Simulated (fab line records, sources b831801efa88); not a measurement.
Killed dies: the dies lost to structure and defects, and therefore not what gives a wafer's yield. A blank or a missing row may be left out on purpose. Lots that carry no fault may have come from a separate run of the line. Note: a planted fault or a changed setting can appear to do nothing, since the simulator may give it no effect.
fab line records + flow gf180mcu
record
- lots=7
- wafers=18
- lastDay=33
route steps=602 shown MIM@518 M5@526
lots untouched by any fault: they come from a run of this same line in which no faults occurred
startH: start of the lot's first displayed wafer, in hours after the record's first day + waitH: hours from the lot's prior step to this one + " identical to the entry in the row above + L1.1+2: a single row standing in for several wafers + - no value present, or no start provided + * or withheld: withheld + < > ~ a bound
route shown NAME@n: a module of which the file shows steps, and the number in the route of the first + usual: mean/standard deviation taken from wafers without a fault + same: alike in all rows + chamber/n: place in a boat + sites: the reading at each site + _std_site: standard deviation of those values + _edge_site: inner sites' mean taken away from outer sites' mean + radiusMm: how far each site lies from the wafer's centre + mask NAME#n: copy n + behind: the tool/chamber that last shaped the wafer + hold: why the lot was held/for how many hours/how that ended + device: which transistor (n, p or np) failed to switch + end of line: the tests these same wafers got at the end of their route + for a step that has no rows: nothing shown but its recipe + killed: count of dies lost to structure and defects at first sort (not the wafer's yield) + map: a wafer's dies, marking killed ones x, the rest . and places with no die _
set.NAME: the setting that was run; set.NAME@STEP: the one run at that earlier step + model.NAME: the simulator's own value behind a step, which no gauge read
lots at selected steps of the route; one table per step, one row per wafer
services: from which hour (startH, from the record's first day; less than 0 if before it) a tool's chamber was out of use, for how many hours, and why
## steps
# step GF_MIM_SOFTBAKE_15
# recipe
- tempC=90
- timeS=60
- resist=NOVOLAK
# step GF_MIM_EXPOSE_16
# recipe
- maskId=FuseTop
- targetCdNm=2000
- na=0.6
- sourceShape=conventional
- sigmaOuter=0.6
- doseMj=140
# step GF_MIM_PEB_17
# recipe
- tempC=withheld
- timeS=*
- resist=NOVOLAK
# step GF_MIM_DEVELOP_18
# recipe
- developTimeS=60
- devTempC=23
# step GF_MIM_METAL_ETCH_19
# recipe
- chemistry=Cl2/BCl3
- maskMaterial=NOVOLAK
- stopOn=Si3N4
- targetDepthNm=324.5
- pressureMtorr=8
- icpW=800
- biasW=140
- Cl2_flow_sccm=80
- bcl3FlowSccm=40
- timeS=54.1
# usual
- drypumpMotorCurrentA=6.0/0.34
- oesProductAu=0.943/0.0069
- throttleValvePct=28.281/0.01
| lot.wafer | tool        | chamber | startH | waitH | drypumpMotorCurrentA | oesProductAu | rfHoursCounterH | throttleValvePct |
|-----------|-------------|---------|--------|-------|----------------------|--------------|-----------------|------------------|
| L955.2    | rieMetal-02 | 1       | 596.53 | 0.1   | 6.4                  | 0.944        | -               | 28.285           |
| L955.5    | "           | 1       | "      | "     | 6.4                  | 0.948        | -               | 28.285           |
| L955.6    | "           | 1       | "      | "     | 6.3                  | 0.946        | -               | 28.280           |
| L958.2    | rieMetal-03 | 0       | 615.62 | 0.1   | 5.5                  | 0.943        | 6.4             | 28.275           |
| L958.3    | "           | 0       | "      | "     | 5.5                  | 0.937        | -               | 28.294           |
| L958.5    | "           | 1       | "      | "     | 6.1                  | 0.955        | -               | 28.288           |
| L960.1    | rieMetal-02 | 1       | 634.36 | 0.1   | 6.3                  | 0.955        | 7.5             | 28.283           |
| L960.5    | "           | 1       | "      | "     | 6.3                  | 0.947        | -               | 28.284           |
| L960.6    | "           | 1       | "      | "     | 6.3                  | 0.945        | -               | 28.291           |
| L964.1    | rieMetal-01 | 0       | 662.16 | 0.1   | 6.1                  | 0.950        | 3.1             | 28.291           |
| L964.2    | "           | 1       | "      | "     | 6.2                  | 0.943        | 5.5             | 28.282           |
| L964.6    | "           | 1       | "      | "     | 6.1                  | 0.938        | -               | 28.278           |
| L971.4    | rieMetal-02 | 1       | 718.05 | 0.1   | 6.3                  | 0.945        | -               | 28.277           |
| L971.6    | "           | 1       | "      | "     | 6.3                  | 0.946        | -               | 28.274           |
| L973.1    | rieMetal-03 | 1       | 722.02 | 0.1   | 6.0                  | 0.936        | 8.1             | 28.276           |
| L973.6    | "           | 0       | "      | "     | 5.5                  | 0.944        | -               | 28.281           |
| L974.1    | rieMetal-01 | 1       | 729.12 | 0.1   | 6.2                  | 0.953        | 8.7             | 28.270           |
| L974.4    | "           | 0       | "      | "     | 6.1                  | 0.954        | -               | 28.296           |
# step GF_MIM_STRIP_20
# recipe
- chemistry=O2/N2
- powerW=1400
- pressureMtorr=1500
- platenTempC=250
- o2FlowSccm=3000
- n2FlowSccm=300
- overashFraction=0.5
# usual
- drypumpMotorCurrentA=5.76/0.23
- heaterPowerW=327/25
- oesProductAu=0.691/0.0047
- stripTimeToEndpointS=11.21/0.037
| lot.wafer | tool           | chamber | startH | waitH | drypumpMotorCurrentA | heaterPowerW | oesProductAu | rfHoursCounterH | stripTimeToEndpointS |
|-----------|----------------|---------|--------|-------|----------------------|--------------|--------------|-----------------|----------------------|
| L955.2    | plasmaAsher-02 | 1       | 596.65 | 0.1   | 5.20                 | 291          | 0.694        | 52              | 11.20                |
| L955.5    | "              | 0       | "      | "     | 6.14                 | 322          | 0.687        | -               | 11.15                |
| L955.6    | "              | 1       | "      | "     | 5.16                 | 293          | 0.700        | -               | 11.21                |
| L958.2    | plasmaAsher-03 | 1       | 615.69 | 0.0   | 5.83                 | 367          | 0.690        | 89              | 11.21                |
| L958.3    | "              | 0       | "      | "     | 5.76                 | 325          | 0.687        | -               | 11.22                |
| L958.5    | "              | 0       | "      | "     | 5.76                 | 309          | 0.691        | -               | 11.22                |
| L960.1    | plasmaAsher-02 | 0       | 634.50 | 0.1   | 6.15                 | 317          | 0.687        | 56              | 11.18                |
| L960.5    | "              | 0       | "      | "     | 6.15                 | 326          | 0.691        | -               | 11.16                |
| L960.6    | "              | 1       | "      | "     | 5.17                 | 287          | 0.698        | -               | 11.24                |
| L964.1    | plasmaAsher-04 | 1       | 662.23 | 0.0   | 5.70                 | 344          | 0.691        | 94              | 11.16                |
| L964.2    | "              | 0       | "      | "     | 5.81                 | 306          | 0.686        | 94              | 11.17                |
| L964.6    | "              | 0       | "      | "     | 5.82                 | 309          | 0.676        | -               | 11.12                |
| L971.4    | plasmaAsher-04 | 0       | 718.13 | 0.1   | 5.77                 | 317          | 0.697        | -               | 11.18                |
| L971.6    | "              | 1       | "      | "     | 5.71                 | 339          | 0.687        | -               | 11.18                |
| L973.1    | plasmaAsher-03 | 1       | 722.09 | 0.0   | 5.84                 | 371          | 0.694        | 100             | 11.22                |
| L973.6    | "              | 1       | "      | "     | 5.86                 | 364          | 0.698        | -               | 11.25                |
| L974.1    | plasmaAsher-03 | 1       | 729.19 | 0.0   | 5.85                 | 365          | 0.691        | 101             | 11.22                |
| L974.4    | "              | 1       | "      | "     | 5.87                 | 364          | 0.691        | -               | 11.20                |
# step GF_MIM_STRIP_21
# recipe
- chemistry=postEtchResidueRemover
- timeS=1200
- tempC=72.5
# step GF_MIM_CLEAN_22
# recipe
- chemistry=DIW
- dry=n2Spin
# step GF_M5_DEHYDRATE_00
# recipe
- tempC=200
- timeS=60
# step GF_M5_HMDS_01
# recipe
- primeTimeS=60
- primeTempC=120
# step GF_M5_COAT_02
# recipe
- resist=KrF
- spinRpm=withheld
- resistThkNm=1000
# step GF_M5_SOFTBAKE_03
# recipe
- tempC=130
- timeS=60
- resist=KrF
# step GF_M5_EXPOSE_04
# recipe
- maskId=Metal5
- targetCdNm=280
- na=0.68
- sourceShape=conventional
- sigmaOuter=0.6
- doseMj=28
# usual
- exposureDoseMJCm2=27.978/0.03
| lot.wafer | tool          | chamber | startH | waitH | mask     | exposureDoseMJCm2 |
|-----------|---------------|---------|--------|-------|----------|-------------------|
| L955.2    | krfScanner-01 | 0       | 607.35 | -     | Metal5#0 | 28.019            |
| L955.5    | "             | 0       | "      | "     | Metal5#0 | 27.998            |
| L955.6    | "             | 0       | "      | "     | Metal5#0 | 27.977            |
| L958.2    | krfScanner-02 | 0       | 625.59 | -     | Metal5#0 | 27.955            |
| L958.3    | "             | 0       | "      | "     | Metal5#0 | 27.976            |
| L958.5    | "             | 0       | "      | "     | Metal5#0 | 27.956            |
| L960.1    | krfScanner-01 | 0       | 644.38 | -     | Metal5#0 | 27.983            |
| L960.5    | "             | 0       | "      | "     | Metal5#0 | 27.968            |
| L960.6    | "             | 0       | "      | "     | Metal5#0 | 28.006            |
| L964.1    | krfScanner-02 | 0       | 671.83 | -     | Metal5#0 | 28.033            |
| L964.2    | "             | 0       | "      | "     | Metal5#0 | 27.987            |
| L964.6    | "             | 0       | "      | "     | Metal5#0 | 28.023            |
| L971.4    | krfScanner-01 | 0       | 727.28 | -     | Metal5#0 | 27.973            |
| L971.6    | "             | 0       | "      | "     | Metal5#0 | 27.955            |
| L973.1    | krfScanner-01 | 0       | 731.41 | -     | Metal5#0 | 27.951            |
| L973.6    | "             | 0       | "      | "     | Metal5#0 | 27.963            |
| L974.1    | krfScanner-01 | 0       | 738.55 | -     | Metal5#0 | 27.972            |
| L974.4    | "             | 0       | "      | "     | Metal5#0 | 27.985            |
# step GF_M5_PEB_05
# recipe
- pebTempC=135
- pebTimeS=90
- resist=KrF
# step GF_M5_DEVELOP_06
# recipe
- developTimeS=60
- devTempC=21
# step GF_M5_CD_MEAS_07
# recipe
- targetCdNm=280
# usual
- cdNm=279.8/0.99
| lot.wafer | tool     | chamber | startH | waitH | hold                    | cdNm  |
|-----------|----------|---------|--------|-------|-------------------------|-------|
| L955.2    | cdSem-01 | -       | 617.78 | 0.1   | -                       | 279.6 |
| L955.5    | "        | -       | "      | "     | -                       | 278.8 |
| L955.6    | "        | -       | "      | "     | -                       | 278.7 |
| L958.2    | cdSem-02 | -       | 635.75 | 0.1   | -                       | 279.0 |
| L958.3    | "        | -       | "      | "     | -                       | 280.0 |
| L958.5    | "        | -       | "      | "     | -                       | 280.9 |
| L960.1    | cdSem-01 | -       | 654.26 | 0.1   | -                       | 282.2 |
| L960.5    | "        | -       | "      | "     | -                       | 280.4 |
| L960.6    | "        | -       | "      | "     | -                       | 280.6 |
| L964.1    | cdSem-01 | -       | 681.31 | 0.1   | -                       | 278.7 |
| L964.2    | "        | -       | "      | "     | -                       | 278.8 |
| L964.6    | "        | -       | "      | "     | -                       | 278.1 |
| L971.4    | cdSem-01 | -       | 735.94 | 0.1   | awaitDispo/0.2h/release | 281.1 |
| L971.6    | "        | -       | "      | "     | awaitDispo/0.2h/release | 198.2 |
| L971.4    | cdSem-01 | -       | 736.45 | 0.5   | -                       | 281.4 |
| L971.6    | "        | -       | "      | "     | -                       | 198.2 |
| L973.1    | cdSem-01 | -       | 739.88 | 0.1   | awaitDispo/0.2h/release | 196.9 |
| L973.6    | "        | -       | "      | "     | awaitDispo/0.2h/release | 196.6 |
| L973.1    | cdSem-01 | -       | 740.29 | 0.4   | -                       | 196.7 |
| L973.6    | "        | -       | "      | "     | -                       | 196.8 |
| L974.1    | cdSem-01 | -       | 746.33 | 0.1   | awaitDispo/0.2h/release | 196.8 |
| L974.4    | "        | -       | "      | "     | awaitDispo/0.2h/release | 281.8 |
| L974.1    | cdSem-01 | -       | 746.80 | 0.4   | -                       | 197.2 |
| L974.4    | "        | -       | "      | "     | -                       | 281.6 |
# step GF_M5_OVL_MEAS_08
# usual
- M5_OVL=0/5.5
| lot.wafer | tool       | chamber | startH | waitH | hold                    | M5_OVL[nm] |
|-----------|------------|---------|--------|-------|-------------------------|------------|
| L955.2    | overlay-01 | -       | 617.89 | 0.1   | -                       | 1          |
| L955.5    | "          | -       | "      | "     | -                       | 4          |
| L955.6    | "          | -       | "      | "     | -                       | -5         |
| L958.2    | overlay-01 | -       | 635.85 | 0.1   | -                       | -8         |
| L958.3    | "          | -       | "      | "     | -                       | -12        |
| L958.5    | "          | -       | "      | "     | -                       | -6         |
| L960.1    | overlay-02 | -       | 654.38 | 0.1   | -                       | -8         |
| L960.5    | "          | -       | "      | "     | -                       | 3          |
| L960.6    | "          | -       | "      | "     | -                       | -1         |
| L964.1    | overlay-02 | -       | 681.43 | 0.1   | -                       | -6         |
| L964.2    | "          | -       | "      | "     | -                       | -11        |
| L964.6    | "          | -       | "      | "     | -                       | -6         |
| L971.4    | overlay-01 | -       | 740.53 | 4.1   | awaitDispo/4.0h/release | -5         |
| L971.6    | "          | -       | "      | "     | awaitDispo/4.0h/release | -3         |
| L973.1    | overlay-01 | -       | 742.93 | 2.6   | awaitDispo/2.5h/release | -4         |
| L973.6    | "          | -       | "      | "     | awaitDispo/2.5h/release | -5         |
| L974.1    | overlay-02 | -       | 748.15 | 1.3   | awaitDispo/1.2h/release | 1          |
| L974.4    | "          | -       | "      | "     | awaitDispo/1.2h/release | 4          |
# step GF_M5_ETCH_09
# recipe
- chemistry=CF4/O2
- target=Si3N4
- targetDepthNm=52
- sourceW=800
- biasW=150
- pressureMtorr=150
- cf4FlowSccm=80
- O2_flow_sccm=10
- timeS=11.6
# usual
- drypumpMotorCurrentA=5.6/0.44
- oesProductAu=1.002/0.013
- throttleValvePct=5.971/0.0098
| lot.wafer | tool       | chamber | startH | waitH | drypumpMotorCurrentA | oesProductAu | rfHoursCounterH | throttleValvePct | model.M5.cdNm |
|-----------|------------|---------|--------|-------|----------------------|--------------|-----------------|------------------|---------------|
| L955.2    | rieDiel-04 | 0       | 617.92 | 0.0   | 6.1                  | 0.975        | 5               | 5.981            | 279.9         |
| L955.5    | "          | 3       | "      | "     | 6.3                  | 1.005        | -               | 5.983            | 278.6         |
| L955.6    | "          | 0       | "      | "     | 6.1                  | 0.970        | -               | 5.962            | 279.2         |
| L958.2    | rieDiel-04 | 0       | 635.88 | 0.0   | 6.1                  | 0.982        | 5               | 5.969            | 279.8         |
| L958.3    | "          | 2       | "      | "     | 5.8                  | 0.991        | 17              | 5.982            | 280           |
| L958.5    | "          | 3       | "      | "     | 6.3                  | 0.992        | -               | 5.980            | 280.8         |
| L960.1    | rieDiel-02 | 3       | 654.41 | 0.0   | 6.0                  | 0.992        | 7               | 5.973            | 281.6         |
| L960.5    | "          | 0       | "      | "     | 5.4                  | 1.007        | -               | 5.966            | 280.3         |
| L960.6    | "          | 1       | "      | "     | 5.3                  | 1.000        | -               | 5.971            | 280.9         |
| L964.1    | rieDiel-04 | 1       | 681.46 | 0.0   | 5.0                  | 1.023        | 26              | 5.949            | 278.9         |
| L964.2    | "          | 0       | "      | "     | 6.1                  | 0.987        | 7               | 5.953            | 278.7         |
| L964.6    | "          | 3       | "      | "     | 6.3                  | 1.005        | -               | 5.992            | 277.9         |
| L971.4    | rieDiel-02 | 2       | 740.55 | 0.0   | 5.1                  | 1.005        | 22              | 5.974            | 280.8         |
| L971.6    | "          | 2       | "      | "     | 5.2                  | 1.001        | -               | 5.976            | 197.8         |
| L973.1    | rieDiel-04 | 2       | 743.08 | 0.1   | 5.8                  | 0.994        | 21              | 5.976            | 196.5         |
| L973.6    | "          | 3       | "      | "     | 6.3                  | 0.998        | -               | 5.983            | 196.7         |
| L974.1    | rieDiel-03 | 0       | 748.19 | 0.0   | 5.3                  | 0.985        | 0               | 5.964            | 197.2         |
| L974.4    | "          | 3       | "      | "     | 5.4                  | 1.002        | 23              | 5.964            | 281.6         |
# step GF_M5_METAL_ETCH_10
# recipe
- chemistry=Cl2/BCl3
- maskMaterial=KrF
- targetDepthNm=627.5
- stopOn=SiO2
- pressureMtorr=8
- icpW=800
- biasW=140
- Cl2_flow_sccm=80
- bcl3FlowSccm=40
- timeS=104.6
# usual
- drypumpMotorCurrentA=5.8/0.44
- oesProductAu=0.974/0.0063
- throttleValvePct=28.248/0.011
| lot.wafer | tool        | chamber | startH | waitH | drypumpMotorCurrentA | oesProductAu | rfHoursCounterH | throttleValvePct | model.M5.cdNm |
|-----------|-------------|---------|--------|-------|----------------------|--------------|-----------------|------------------|---------------|
| L955.2    | rieMetal-02 | 0       | 617.94 | 0.0   | 5.4                  | 0.976        | 10              | 28.233           | 283.1         |
| L955.5    | "           | 0       | "      | "     | 5.4                  | 0.982        | -               | 28.257           | 279.7         |
| L955.6    | "           | 1       | "      | "     | 6.3                  | 0.976        | -               | 28.251           | 279.5         |
| L958.2    | rieMetal-02 | 1       | 635.94 | 0.0   | 6.4                  | 0.979        | -               | 28.227           | 285.1         |
| L958.3    | "           | 1       | "      | "     | 6.3                  | 0.977        | -               | 28.232           | 282.7         |
| L958.5    | "           | 1       | "      | "     | 6.4                  | 0.981        | -               | 28.240           | 285.2         |
| L960.1    | rieMetal-04 | 0       | 654.44 | 0.0   | 5.9                  | 0.979        | 7               | 28.253           | 285           |
| L960.5    | "           | 0       | "      | "     | 5.9                  | 0.974        | -               | 28.234           | 285.7         |
| L960.6    | "           | 1       | "      | "     | 5.1                  | 0.974        | -               | 28.256           | 283.4         |
| L964.1    | rieMetal-04 | 0       | 681.49 | 0.0   | 5.9                  | 0.969        | 9               | 28.263           | 280.4         |
| L964.2    | "           | 0       | "      | "     | 5.9                  | 0.967        | -               | 28.265           | 280.2         |
| L964.6    | "           | 0       | "      | "     | 5.9                  | 0.977        | -               | 28.251           | 281.3         |
| L971.4    | rieMetal-01 | 0       | 740.61 | 0.0   | 6.1                  | 0.971        | -               | 28.261           | 281.3         |
| L971.6    | "           | 0       | "      | "     | 6.1                  | 0.968        | -               | 28.254           | 200.3         |
| L973.1    | rieMetal-04 | 0       | 743.11 | 0.0   | 5.9                  | 0.979        | 11              | 28.246           | 202.4         |
| L973.6    | "           | 0       | "      | "     | 5.9                  | 0.973        | -               | 28.255           | 201.2         |
| L974.1    | rieMetal-04 | 1       | 748.21 | 0.0   | 5.1                  | 0.978        | 2               | 28.263           | 195.4         |
| L974.4    | "           | 1       | "      | "     | 5.1                  | 0.972        | -               | 28.259           | 278.5         |
# step GF_M5_STRIP_11
# recipe
- chemistry=O2/N2
- powerW=1400
- pressureMtorr=1500
- platenTempC=250
- o2FlowSccm=3000
- n2FlowSccm=300
- overashFraction=0.5
# usual
- drypumpMotorCurrentA=5.78/0.08
- heaterPowerW=338/24
- oesProductAu=0.543/0.0049
- stripTimeToEndpointS=7.50/0.045
| lot.wafer | tool           | chamber | startH | waitH | drypumpMotorCurrentA | heaterPowerW | oesProductAu | rfHoursCounterH | stripTimeToEndpointS |
|-----------|----------------|---------|--------|-------|----------------------|--------------|--------------|-----------------|----------------------|
| L955.2    | plasmaAsher-04 | 0       | 618.05 | 0.1   | 5.77                 | 307          | 0.544        | 89              | 7.53                 |
| L955.5    | "              | 0       | "      | "     | 5.78                 | 307          | 0.544        | -               | 7.50                 |
| L955.6    | "              | 1       | "      | "     | 5.75                 | 350          | 0.541        | -               | 7.50                 |
| L958.2    | plasmaAsher-03 | 0       | 636.13 | 0.1   | 5.78                 | 314          | 0.543        | 91              | 7.46                 |
| L958.3    | "              | 1       | "      | "     | 5.86                 | 358          | 0.537        | -               | 7.49                 |
| L958.5    | "              | 0       | "      | "     | 5.79                 | 307          | 0.537        | -               | 7.46                 |
| L960.1    | plasmaAsher-03 | 1       | 654.55 | 0.1   | 5.82                 | 357          | 0.546        | 92              | 7.49                 |
| L960.5    | "              | 0       | "      | "     | 5.78                 | 310          | 0.540        | -               | 7.46                 |
| L960.6    | "              | 1       | "      | "     | 5.84                 | 360          | 0.541        | -               | 7.50                 |
| L964.1    | plasmaAsher-04 | 0       | 681.71 | 0.2   | 5.80                 | 302          | 0.540        | 96              | 7.40                 |
| L964.2    | "              | 1       | "      | "     | 5.70                 | 350          | 0.538        | 96              | 7.44                 |
| L964.6    | "              | 1       | "      | "     | 5.72                 | 348          | 0.542        | -               | 7.48                 |
| L971.4    | plasmaAsher-04 | 0       | 740.87 | 0.2   | 5.80                 | 311          | 0.539        | -               | 7.49                 |
| L971.6    | "              | 1       | "      | "     | 5.72                 | 348          | 0.542        | -               | 7.56                 |
| L973.1    | plasmaAsher-01 | 1       | 743.22 | 0.1   | 5.67                 | 367          | 0.541        | 33              | 7.49                 |
| L973.6    | "              | 1       | "      | "     | 5.67                 | 367          | 0.542        | -               | 7.47                 |
| L974.1    | plasmaAsher-01 | 1       | 748.32 | 0.1   | 5.64                 | 374          | 0.549        | 33              | 7.49                 |
| L974.4    | "              | 0       | "      | "     | 5.91                 | 332          | 0.546        | -               | 7.51                 |
## services
| tool           | chamber | startH | hours | kind   |
|----------------|---------|--------|-------|--------|
| rieDiel-04     | 0       | 572.67 | 7.4   | repair |
| rieMetal-02    | 0       | 574.77 | 27.4  | repair |
| plasmaAsher-03 | -       | 588.23 | 4.9   | repair |
| rieMetal-01    | 1       | 591.45 | 28.0  | repair |
| rieMetal-01    | -       | 600.89 | 1.2   | repair |
| krfScanner-02  | -       | 606.49 | 0.8   | pm     |
| krfScanner-01  | -       | 625.22 | 1.3   | pm     |
| krfScanner-02  | -       | 635.54 | 0.5   | repair |
| krfScanner-01  | -       | 638.28 | 1.0   | pm     |
| krfScanner-02  | -       | 639.41 | 0.2   | repair |
| krfScanner-02  | -       | 646.47 | 6.7   | repair |
| krfScanner-02  | -       | 657.63 | 4.0   | pm     |
| rieDiel-04     | -       | 678.12 | 0.1   | repair |
| plasmaAsher-02 | -       | 683.21 | 26.3  | repair |
| rieDiel-04     | 0       | 691.61 | 37.9  | repair |
| plasmaAsher-03 | -       | 701.16 | 2.8   | pm     |
| krfScanner-02  | -       | 703.21 | 1.3   | pm     |
| krfScanner-02  | -       | 714.76 | 0.2   | repair |
| rieMetal-01    | 0       | 719.12 | 4.8   | repair |
| rieDiel-04     | 2       | 721.19 | 4.2   | repair |
| krfScanner-02  | -       | 723.28 | 1.0   | pm     |
| krfScanner-02  | -       | 731.69 | 1.0   | repair |
| plasmaAsher-03 | -       | 733.75 | 9.0   | pm     |
| plasmaAsher-03 | -       | 746.65 | 1.0   | repair |
## key
firstSign
- step=GF_M5_CD_MEAS_07
- reading=visit
- direction=added
effect
- step=GF_M5_CD_MEAS_07
- reading=cdNm
- direction=down
- sigmas=83
- usual=279.8
- struck=197.1
modelEffect
- step=GF_M5_ETCH_09
- value=M5.cdNm
- without=280.3
- struck=197.1
modelEffect
- step=GF_M5_METAL_ETCH_10
- value=M5.cdNm
- without=283
- struck=199.8
metAt GF_M5_EXPOSE_04
struckWafers L971.6,L973.1,L973.6,L974.1
laterRowsLeftOut L971.6,L973.1,L973.6,L974.1
sortLeftOut L971.6,L973.1,L973.6,L974.1
onsetBetween 644.38 727.28
fault
- kind=processParameterDrift
- tool=krfScanner-01
- chamber=-
- onsetH=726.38
- steps=GF_M5_EXPOSE_04
- channel=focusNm
- offset=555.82
- shape=step
- endH=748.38
- scope=struckWafersOnly
# sortLeftOut: the simulated sort isn't trusted on such a fault, so these wafers' sort isn't shown, and their yield isn't known
# laterRowsLeftOut: the simulator's readings of these wafers behind a module that went badly wrong aren't trusted and aren't shown, but for the sort
